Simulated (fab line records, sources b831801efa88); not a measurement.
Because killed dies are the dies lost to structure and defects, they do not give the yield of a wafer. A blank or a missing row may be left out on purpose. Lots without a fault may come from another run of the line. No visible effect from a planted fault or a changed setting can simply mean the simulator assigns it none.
fab line records ; flow sky130
record lots=15; wafers=45; last_day=50
route steps=708 shown NWELL@66 SD_P@331 LI_CONTACT@363
lots untouched by any fault: they come from a run of this same line in which no faults occurred
start_h: hours from the record's opening day to when the first of the lot's shown wafers began ; wait_h: hours elapsed since this lot's preceding step ; " same as the row above ; L1.1+2: several wafers, shown together as one row ; - value missing, or start not given ; * or withheld: withheld ; < > ~ a bound
route shown NAME@n: a module of which the file shows steps, and the number in the route of the first ; usual: mean and standard deviation over wafers with no fault ; same: alike in all rows ; chamber/n: place in a boat ; sites: each site's reading ; _std_site: their standard deviation ; _edge_site: inner sites' mean taken away from outer sites' mean ; radius_mm: for every site, how far away it sits from the centre of the wafer ; mask NAME#n: copy n ; behind: tool/chamber where the wafer was last shaped ; hold: why the lot went on hold/how many hours it stayed there/how the hold came to an end ; device: the transistor (n, p or np) that didn't switch ; end of line: at the end of the route, the tests of the same wafers ; step lacking rows: just its recipe ; killed: dies lost to structure and defects at the first sort, not the wafer's yield ; map: a wafer's dies, marking killed ones x, the rest . and places with no die _
set.NAME: the run value of the setting; set.NAME@STEP: its run value at that earlier step ; model.NAME: the simulator's own value behind a step, which no gauge read
route steps across a sampled set of lots; one table per step, one row per wafer
services: from which hour (start_h, from the record's first day; less than 0 if before it) a tool's chamber was out of use, for how many hours, and why
## steps
# step SKY_NWELL_IMPLANT_13
# recipe species=P; energy_kev=50; dose_cm2=7e+11; tilt_deg=withheld
# usual beam_energy_keV=49.999/0.013; beam_on_s=10.01/0.18; dose_ions_cm2=6.999e+11/8e+08
lot.wafer;tool;chamber;start_h;wait_h;beam_energy_keV;beam_on_s;dose_ions_cm2
L520.4;implanter-04;0;83.52;0.1;49.999;9.84;6.996e+11
L520.5;implanter-04;0;83.52;0.1;49.987;10.05;7.005e+11
L520.6;implanter-04;0;83.52;0.1;50.025;10.34;6.997e+11
L525.1;implanter-01;0;112.34;0.1;50.007;9.86;6.999e+11
L525.2;implanter-01;0;112.34;0.1;50.016;9.88;6.996e+11
L525.5;implanter-01;0;112.34;0.1;49.996;9.96;6.999e+11
L526.2;implanter-04;0;122.53;0.1;49.999;10.13;6.997e+11
L526.3;implanter-04;0;122.53;0.1;50.002;9.83;6.991e+11
L526.6;implanter-04;0;122.53;0.1;49.974;10.45;7.001e+11
L528.3;implanter-02;0;132.95;0.1;49.988;10.05;7.003e+11
L528.4;implanter-02;0;132.95;0.1;50.013;9.89;7.006e+11
L528.6;implanter-02;0;132.95;0.1;49.986;10.17;7.001e+11
L530.2;implanter-01;0;143.12;0.1;49.983;10.14;6.994e+11
L530.3;implanter-01;0;143.12;0.1;49.983;9.99;7.002e+11
L530.4;implanter-01;0;143.12;0.1;50.017;9.60;7.003e+11
L532.2;implanter-01;-;156.52;0.1;-;-;-
L532.3;implanter-01;-;156.52;0.1;-;-;-
L532.6;implanter-01;-;156.52;0.1;-;-;-
L533.2;implanter-04;-;160.87;0.1;-;-;-
L533.3;implanter-04;-;160.87;0.1;-;-;-
L533.4;implanter-04;-;160.87;0.1;-;-;-
L534.2;implanter-01;-;164.93;0.1;-;-;-
L534.4;implanter-01;-;164.93;0.1;-;-;-
L534.5;implanter-01;-;164.93;0.1;-;-;-
L535.2;implanter-02;0;174.57;0.1;49.996;10.16;6.992e+11
L535.5;implanter-02;0;174.57;0.1;49.998;10.10;7.002e+11
L535.6;implanter-02;0;174.57;0.1;50.007;9.92;6.992e+11
L537.2;implanter-01;0;184.03;0.1;50.012;10.22;6.992e+11
L537.4;implanter-01;0;184.03;0.1;49.990;10.36;6.985e+11
L537.5;implanter-01;0;184.03;0.1;50.006;10.27;6.997e+11
L539.1;implanter-04;0;194.39;0.1;49.986;9.85;6.987e+11
L539.2;implanter-04;0;194.39;0.1;50.002;10.02;7.009e+11
L539.6;implanter-04;0;194.39;0.1;49.971;10.07;6.998e+11
L540.3;implanter-02;0;204.55;0.1;49.997;10.08;6.995e+11
L540.4;implanter-02;0;204.55;0.1;49.999;10.16;7.002e+11
L540.5;implanter-02;0;204.55;0.1;50.008;9.91;7.001e+11
L541.3;implanter-02;0;210.49;0.1;50.006;10.12;7.01e+11
L541.5;implanter-02;0;210.49;0.1;50.035;10.21;6.995e+11
L541.6;implanter-02;0;210.49;0.1;49.994;10.24;7.019e+11
L542.1;implanter-02;0;220.74;0.1;49.990;10.10;7.004e+11
L542.3;implanter-02;0;220.74;0.1;49.984;9.74;7.004e+11
L542.5;implanter-02;0;220.74;0.1;50.004;9.80;7.009e+11
L543.1;implanter-04;0;226.25;0.1;50.015;9.56;6.994e+11
L543.5;implanter-04;0;226.25;0.1;50.022;9.76;7.003e+11
L543.6;implanter-04;0;226.25;0.1;49.997;10.15;7e+11
# step SKY_NWELL_RS_MEAS_29
# recipe thk_meas_gauge=four-point-probe
# usual NWELL_RS=625.5/1.6
lot.wafer;tool;chamber;start_h;wait_h;NWELL_RS[ohm/sq]
L520.4;film_metro-04;-;101.31;0.1;626.4
L520.5;film_metro-04;-;101.31;0.1;626.4
L520.6;film_metro-04;-;101.31;0.1;625.1
L525.1;film_metro-01;-;131.41;0.1;623.6
L525.2;film_metro-01;-;131.41;0.1;623.8
L525.5;film_metro-01;-;131.41;0.1;624.0
L526.2;film_metro-01;-;142.12;0.1;627.3
L526.3;film_metro-01;-;142.12;0.1;626.7
L526.6;film_metro-01;-;142.12;0.1;626.6
L528.3;film_metro-04;-;153.44;0.1;624.1
L528.4;film_metro-04;-;153.44;0.1;623.5
L528.6;film_metro-04;-;153.44;0.1;624.8
L530.2;film_metro-02;-;163.48;0.1;627.2
L530.3;film_metro-02;-;163.48;0.1;626.2
L530.4;film_metro-02;-;163.48;0.1;626.8
L532.2;film_metro-02;-;176.92;0.1;649.5
L532.3;film_metro-02;-;176.92;0.1;651.4
L532.6;film_metro-02;-;176.92;0.1;648.5
L533.2;film_metro-02;-;181.32;0.1;651.7
L533.3;film_metro-02;-;181.32;0.1;652.2
L533.4;film_metro-02;-;181.32;0.1;652.9
L534.2;film_metro-02;-;186.27;0.1;650.8
L534.4;film_metro-02;-;186.27;0.1;653.2
L534.5;film_metro-02;-;186.27;0.1;652.4
L535.2;film_metro-04;-;195.87;0.1;624.2
L535.5;film_metro-04;-;195.87;0.1;625.7
L535.6;film_metro-04;-;195.87;0.1;625.7
L537.2;film_metro-02;-;206.17;0.1;626.7
L537.4;film_metro-02;-;206.17;0.1;628.0
L537.5;film_metro-02;-;206.17;0.1;625.7
L539.1;film_metro-04;-;217.70;0.1;621.7
L539.2;film_metro-04;-;217.70;0.1;620.4
L539.6;film_metro-04;-;217.70;0.1;623.7
L540.3;film_metro-01;-;227.54;0.1;625.9
L540.4;film_metro-01;-;227.54;0.1;625.9
L540.5;film_metro-01;-;227.54;0.1;625.0
L541.3;film_metro-04;-;234.00;0.1;622.6
L541.5;film_metro-04;-;234.00;0.1;623.4
L541.6;film_metro-04;-;234.00;0.1;625.4
L542.1;film_metro-04;-;245.40;0.1;625.6
L542.3;film_metro-04;-;245.40;0.1;626.2
L542.5;film_metro-04;-;245.40;0.1;625.1
L543.1;film_metro-02;-;250.26;0.1;627.6
L543.5;film_metro-02;-;250.26;0.1;626.5
L543.6;film_metro-02;-;250.26;0.1;627.2
# step SKY_SD_P_TW_MEAS_11
# usual SD_P_TW=2828/28
lot.wafer;tool;chamber;start_h;wait_h;SD_P_TW
L520.4;film_metro-04;-;586.97;0.1;2806
L520.5;film_metro-04;-;586.97;0.1;2817
L520.6;film_metro-04;-;586.97;0.1;2808
L525.1;film_metro-02;-;637.91;0.1;2861
L525.2;film_metro-02;-;637.91;0.1;2860
L525.5;film_metro-02;-;637.91;0.1;2859
L526.2;film_metro-02;-;650.70;0.1;2830
L526.3;film_metro-02;-;650.70;0.1;2833
L526.6;film_metro-02;-;650.70;0.1;2832
L528.3;film_metro-04;-;664.43;0.1;2818
L528.4;film_metro-04;-;664.43;0.1;2814
L528.6;film_metro-04;-;664.43;0.1;2809
L530.2;film_metro-02;-;688.70;0.1;2877
L530.3;film_metro-02;-;688.70;0.1;2877
L530.4;film_metro-02;-;688.70;0.1;2878
L535.2;film_metro-02;-;711.10;0.1;2837
L535.5;film_metro-02;-;711.10;0.1;2849
L535.6;film_metro-02;-;711.10;0.1;2830
L537.2;film_metro-04;-;728.60;0.1;2797
L537.4;film_metro-04;-;728.60;0.1;2790
L537.5;film_metro-04;-;728.60;0.1;2795
L539.1;film_metro-02;-;739.19;0.1;2838
L539.2;film_metro-02;-;739.19;0.1;2838
L539.6;film_metro-02;-;739.19;0.1;2847
L540.3;film_metro-04;-;748.18;0.1;2785
L540.4;film_metro-04;-;748.18;0.1;2786
L540.5;film_metro-04;-;748.18;0.1;2785
L541.3;film_metro-04;-;759.98;0.1;2787
L541.5;film_metro-04;-;759.98;0.1;2794
L541.6;film_metro-04;-;759.98;0.1;2782
L542.1;film_metro-03;-;780.81;0.1;2857
L542.3;film_metro-03;-;780.81;0.1;2858
L542.5;film_metro-03;-;780.81;0.1;2836
L543.1;film_metro-04;-;785.06;0.1;2825
L543.5;film_metro-04;-;785.06;0.1;2807
L543.6;film_metro-04;-;785.06;0.1;2809
# step SKY_LI_CONTACT_THK_MEAS_01
# recipe reads=PSG_of_LI_CONTACT_HDPCVD_00
# usual LI_CONTACT_HDPCVD_THK=931/10
lot.wafer;tool;chamber;start_h;wait_h;LI_CONTACT_HDPCVD_THK[nm]
L520.4;film_metro-03;-;646.81;0.0;935
L520.5;film_metro-03;-;646.81;0.0;944
L520.6;film_metro-03;-;646.81;0.0;933
L525.1;film_metro-02;-;697.06;0.1;923
L525.2;film_metro-02;-;697.06;0.1;919
L525.5;film_metro-02;-;697.06;0.1;918
L526.2;film_metro-04;-;709.41;0.1;913
L526.3;film_metro-04;-;709.41;0.1;924
L526.6;film_metro-04;-;709.41;0.1;917
L528.3;film_metro-02;-;722.57;0.1;931
L528.4;film_metro-02;-;722.57;0.1;941
L528.6;film_metro-02;-;722.57;0.1;929
L530.2;film_metro-04;-;744.52;0.1;913
L530.3;film_metro-04;-;744.52;0.1;929
L530.4;film_metro-04;-;744.52;0.1;922
L535.2;film_metro-02;-;768.16;0.1;944
L535.5;film_metro-02;-;768.16;0.1;933
L535.6;film_metro-02;-;768.16;0.1;927
L537.2;film_metro-02;-;784.42;0.1;926
L537.4;film_metro-02;-;784.42;0.1;925
L537.5;film_metro-02;-;784.42;0.1;937
L539.1;film_metro-03;-;796.53;0.1;941
L539.2;film_metro-03;-;796.53;0.1;951
L539.6;film_metro-03;-;796.53;0.1;944
L540.3;film_metro-03;-;804.04;0.1;928
L540.4;film_metro-03;-;804.04;0.1;940
L540.5;film_metro-03;-;804.04;0.1;929
L541.3;film_metro-04;-;815.72;0.1;946
L541.5;film_metro-04;-;815.72;0.1;929
L541.6;film_metro-04;-;815.72;0.1;932
L542.1;film_metro-02;-;835.35;0.1;940
L542.3;film_metro-02;-;835.35;0.1;926
L542.5;film_metro-02;-;835.35;0.1;932
L543.1;film_metro-02;-;839.07;0.1;941
L543.5;film_metro-02;-;839.07;0.1;940
L543.6;film_metro-02;-;839.07;0.1;948
# step SKY_LI_CONTACT_OVL_MEAS_13
# usual LI_CONTACT_OVL=-1/4.8
lot.wafer;tool;chamber;start_h;wait_h;LI_CONTACT_OVL[nm]
L520.4;overlay-01;-;677.35;0.1;-8
L520.5;overlay-01;-;677.35;0.1;-3
L520.6;overlay-01;-;677.35;0.1;-8
L525.1;overlay-01;-;726.27;0.1;0
L525.2;overlay-01;-;726.27;0.1;-1
L525.5;overlay-01;-;726.27;0.1;-10
L526.2;overlay-01;-;737.63;0.1;-8
L526.3;overlay-01;-;737.63;0.1;1
L526.6;overlay-01;-;737.63;0.1;0
L528.3;overlay-02;-;749.81;0.1;8
L528.4;overlay-02;-;749.81;0.1;-2
L528.6;overlay-02;-;749.81;0.1;-3
L530.2;overlay-02;-;772.68;0.1;6
L530.3;overlay-02;-;772.68;0.1;10
L530.4;overlay-02;-;772.68;0.1;-1
L535.2;overlay-01;-;795.88;0.1;2
L535.5;overlay-01;-;795.88;0.1;-10
L535.6;overlay-01;-;795.88;0.1;-4
L537.2;overlay-01;-;811.73;0.1;2
L537.4;overlay-01;-;811.73;0.1;-3
L537.5;overlay-01;-;811.73;0.1;0
L539.1;overlay-01;-;823.58;0.1;1
L539.2;overlay-01;-;823.58;0.1;9
L539.6;overlay-01;-;823.58;0.1;2
L540.3;overlay-01;-;831.15;0.1;0
L540.4;overlay-01;-;831.15;0.1;2
L540.5;overlay-01;-;831.15;0.1;-8
L541.3;overlay-01;-;841.69;0.1;5
L541.5;overlay-01;-;841.69;0.1;3
L541.6;overlay-01;-;841.69;0.1;1
L542.1;overlay-01;-;861.42;0.1;0
L542.3;overlay-01;-;861.42;0.1;-4
L542.5;overlay-01;-;861.42;0.1;-7
L543.1;overlay-02;-;865.68;0.1;3
L543.5;overlay-02;-;865.68;0.1;7
L543.6;overlay-02;-;865.68;0.1;1
## services
tool;chamber;start_h;hours;kind
implanter-01;-;107.62;4.1;pm
implanter-04;-;129.39;3.3;pm
implanter-02;-;154.95;15.8;pm
implanter-04;-;181.77;2.3;pm
implanter-02;-;185.27;1.6;repair
## key
first_sign step=SKY_NWELL_IMPLANT_13; reading=tool_record; direction=missing
effect step=SKY_NWELL_RS_MEAS_29; reading=NWELL_RS; direction=up; sigmas=16; usual=625.5; struck=651.4
met_at SKY_NWELL_IMPLANT_13
struck_lots L532,L533,L534
later_rows_left_out L532.2,L532.3,L532.6,L533.2,L533.3,L533.4,L534.2,L534.4,L534.5
sort_left_out L532.2,L532.3,L532.6,L533.2,L533.3,L533.4,L534.2,L534.4,L534.5
tester_left_out L532,L533,L534
not_acting_at SKY_SD_P_TW_MEAS_11,SKY_LI_CONTACT_THK_MEAS_01,SKY_LI_CONTACT_OVL_MEAS_13
onset_between 143.12 156.52
fault kind=skipped_step_whole; tool=implanter-01,implanter-04; chamber=-; onset_h=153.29; steps=SKY_NWELL_IMPLANT_13; scope=struck_lots_only
# tester_left_out: of these lots the tester's yield and bins aren't shown, on N5 and GAA mostly nor the transistor test; their killed dies are dies lost to structure and defects alone, not to doping, threshold or leakage, so they don't give the yield
# sort_left_out: the simulated sort isn't trusted on such a fault, so these wafers' sort isn't shown, and their yield isn't known
# later_rows_left_out: the simulator's readings of these wafers behind a module that went badly wrong aren't trusted and aren't shown, but for the sort
